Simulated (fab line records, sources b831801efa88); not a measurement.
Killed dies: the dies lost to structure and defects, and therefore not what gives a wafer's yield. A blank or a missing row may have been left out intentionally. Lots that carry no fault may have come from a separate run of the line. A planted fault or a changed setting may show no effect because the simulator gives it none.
Chamber matching || flow sky130 || 4 sister chambers for SKY_VIA3_ETCH_15 on rie-diel-03
The step etches SiO2 in C4F8/O2/Ar, stops on TiN, target depth 507 nm, time 78 s. 4 wafers are shown with their chamber, then 8 later ones without.

## WAFERS, EACH WITH ITS CHAMBER
{"wafer": "L619.3", "chamber": 1, "chamber-pressure-mTorr (mTorr)": 39.99}
{"wafer": "L629.1", "chamber": 0, "chamber-pressure-mTorr (mTorr)": 40.00}
{"wafer": "L629.6", "chamber": 3, "chamber-pressure-mTorr (mTorr)": 39.97}
{"wafer": "L630.3", "chamber": 2, "chamber-pressure-mTorr (mTorr)": 40.01}

## WAFERS MISSING THEIR CHAMBER
{"wafer": "L630.5", "chamber-pressure-mTorr (mTorr)": 39.98}
{"wafer": "L630.6", "chamber-pressure-mTorr (mTorr)": 40.02}
{"wafer": "L634.1", "chamber-pressure-mTorr (mTorr)": 40.03}
{"wafer": "L634.3", "chamber-pressure-mTorr (mTorr)": 39.98}
{"wafer": "L634.4", "chamber-pressure-mTorr (mTorr)": 39.98}
{"wafer": "L637.4", "chamber-pressure-mTorr (mTorr)": 40.03}
{"wafer": "L637.5", "chamber-pressure-mTorr (mTorr)": 40.01}
{"wafer": "L637.6", "chamber-pressure-mTorr (mTorr)": 40.02}

## THE CHAMBER EACH PASSED THROUGH
{"wafer": "L630.5", "from the rows above": "can't be placed: 3 or 1 or 0 or 2", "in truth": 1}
{"wafer": "L630.6", "from the rows above": "can't be placed: 2 or 0 or 1", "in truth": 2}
{"wafer": "L634.1", "from the rows above": "can't be placed: 2 or 0 or 1", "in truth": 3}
{"wafer": "L634.3", "from the rows above": "can't be placed: 3 or 1 or 0 or 2", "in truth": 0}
{"wafer": "L634.4", "from the rows above": "can't be placed: 3 or 1 or 0 or 2", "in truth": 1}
{"wafer": "L637.4", "from the rows above": "can't be placed: 2 or 0 or 1", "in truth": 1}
{"wafer": "L637.5", "from the rows above": "can't be placed: 2 or 0 or 1", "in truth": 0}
{"wafer": "L637.6", "from the rows above": "can't be placed: 2 or 0 or 1", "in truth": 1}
Correctly placed: 0 of 8. Can't be placed from these rows: 8 (the true chamber is among the candidates in 7). Wrongly placed: 0.
How it was worked out, from the rows above alone: a wafer's distance from a chamber is the root of the sum, over the readings, of the square of ((its reading less the chamber's mean) divided by the reading's scatter). The wafer belongs to the nearest chamber; if the next one is less than 2 further off, it can't be placed. A chamber's mean is the mean of its shown wafers. The scatter: root of mean squared gap, hidden wafer to nearest shown wafer, with one shown wafer a chamber.
